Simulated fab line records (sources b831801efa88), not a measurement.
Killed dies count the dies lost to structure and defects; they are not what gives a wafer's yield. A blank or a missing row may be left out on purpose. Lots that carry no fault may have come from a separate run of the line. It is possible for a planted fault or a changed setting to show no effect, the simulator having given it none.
Struck lot and sound lot, side by side -- flow sky130 -- 33 steps out of a route of 708
Sound: these wafers, L726.2, L726.5, L726.6. Struck: wafers L733.1, L733.2, L733.4. The cause comes at the end.
Order at every step that has rows: each side's tool, ch and its chambers, its first start. Under that, the readings that differ: sound wafers -- struck wafers -- difference of the means -- sigmas: that difference in standard deviations of wafers without a fault.
alike: a reading whose means differ by less than 2 such deviations, as well as words and numbers matching on both sides. not compared: withheld readings; readings where some wafer has no value; bounds like >300 that might hide an equal value; numbers whose values overlap and for which the record gives no deviation.
A row with sigmas, a row that says differs or no value, or rows on one side alone: a step with any of these is where the two part. Non-overlapping numbers with no deviation appear without sigmas and do not part them. A reading that every wafer of one side lacks parts them only if that side has two wafers or more.

first, 9 steps without rows for these wafers: SKY_LI_CONTACT_ETCH_14 (etches BARC in N2/H2, stops on SiO2, time 45.9 s, target depth 60 nm); SKY_LI_CONTACT_ETCH_15 (etches PSG in C4F8/O2/Ar, stops on Si, target depth 600 nm); SKY_LI_CONTACT_STRIP_16 (strips in O2/N2); SKY_LI_CONTACT_CLEAN_17 (cleans in NMP, time 600 s); SKY_LI_CONTACT_PRE_CLEAN_18 (time 5.6 s); SKY_LI_CONTACT_SPUTTER_19 (material Ti, target thk 20 nm, time 106.37 s); SKY_LI_CONTACT_SPUTTER_20 (material TiN, target thk 20 nm, time 80 s); SKY_LI_CONTACT_CVD_21 (deposits W, target thk 400 nm, time 120.56 s); SKY_LI_CONTACT_CMP_24 (polishes, stops on PSG, t overpolish 20 s, target thk 0 nm).
SKY_LOCAL_INTERCONNECT_SPUTTER_00: material TiN, target thk 100 nm, time 83.3 s.
  sound on pvd-sputter-03, day 32 17:11; struck on pvd-sputter-03, day 34 07:16
  alike: throttle-valve-pct
then, 22 steps without rows for these wafers: SKY_LOCAL_INTERCONNECT_DEHYDRATE_03 (time 60 s); SKY_LOCAL_INTERCONNECT_HMDS_04 (prime time 60 s); SKY_LOCAL_INTERCONNECT_COAT_05 (resist thk 60 nm); SKY_LOCAL_INTERCONNECT_COAT_06 (resist thk 450 nm); SKY_LOCAL_INTERCONNECT_SOFTBAKE_07 (time 90 s); SKY_LOCAL_INTERCONNECT_EXPOSE_08 (exposes mask LI1M, target cd 170 nm); SKY_LOCAL_INTERCONNECT_PEB_09; SKY_LOCAL_INTERCONNECT_DEVELOP_10 (develop time 60 s); SKY_LOCAL_INTERCONNECT_ETCH_13 (etches BARC in N2/H2, stops on SiO2, time 45.9 s, target depth 60 nm); SKY_LOCAL_INTERCONNECT_METAL_ETCH_14 (etches TiN in Cl2/BCl3, stops on PSG, target depth 110 nm, time 31.4 s); SKY_LOCAL_INTERCONNECT_STRIP_15 (strips in O2/N2); SKY_LOCAL_INTERCONNECT_STRIP_16 (strips in post etch residue remover, time 1200 s); SKY_LOCAL_INTERCONNECT_CLEAN_17 (cleans in IPA, time 180 s); SKY_LOCAL_INTERCONNECT_CLEAN_18 (cleans in O3/DIW); SKY_CONTACT_CVD_00 (deposits Si3N4, target thk 75 nm); SKY_CONTACT_HDPCVD_02 (deposits SiO2, target thk 565 nm, time 94.2 s); SKY_CONTACT_CMP_04 (polishes SiO2); SKY_CONTACT_DEHYDRATE_06 (time 60 s); SKY_CONTACT_HMDS_07 (prime time 60 s); SKY_CONTACT_COAT_08 (resist thk 60 nm); SKY_CONTACT_COAT_09 (resist thk 450 nm); SKY_CONTACT_SOFTBAKE_10 (time 90 s).
-- the record jumps here: 15 days lie between the struck wafers' starts before and after (it left off in module CONTACT and takes up again in module PAD_OPEN, whose first step shown is number 708 of the route) --
SKY_PAD_OPEN_PROBE_99:
  sound on prober-02, day 48 08:21; struck on prober-02, day 49 10:16
reading,sound,struck,difference,sigmas
killed-at-contacts,27 19 27,68 43 71,+36,+7
killed-dies,91 88 90,140 96 122,+30,+3
killed-short,38 53 48,46 28 25,-13,-2
  alike: killed_at_M0_to_M3, killed_at_M4_up, killed-at-front-end, killed-at-other, killed-open

## WHERE THEY PART
SKY_PAD_OPEN_PROBE_99 only, going by this record.

WHY: what the simulator had put in
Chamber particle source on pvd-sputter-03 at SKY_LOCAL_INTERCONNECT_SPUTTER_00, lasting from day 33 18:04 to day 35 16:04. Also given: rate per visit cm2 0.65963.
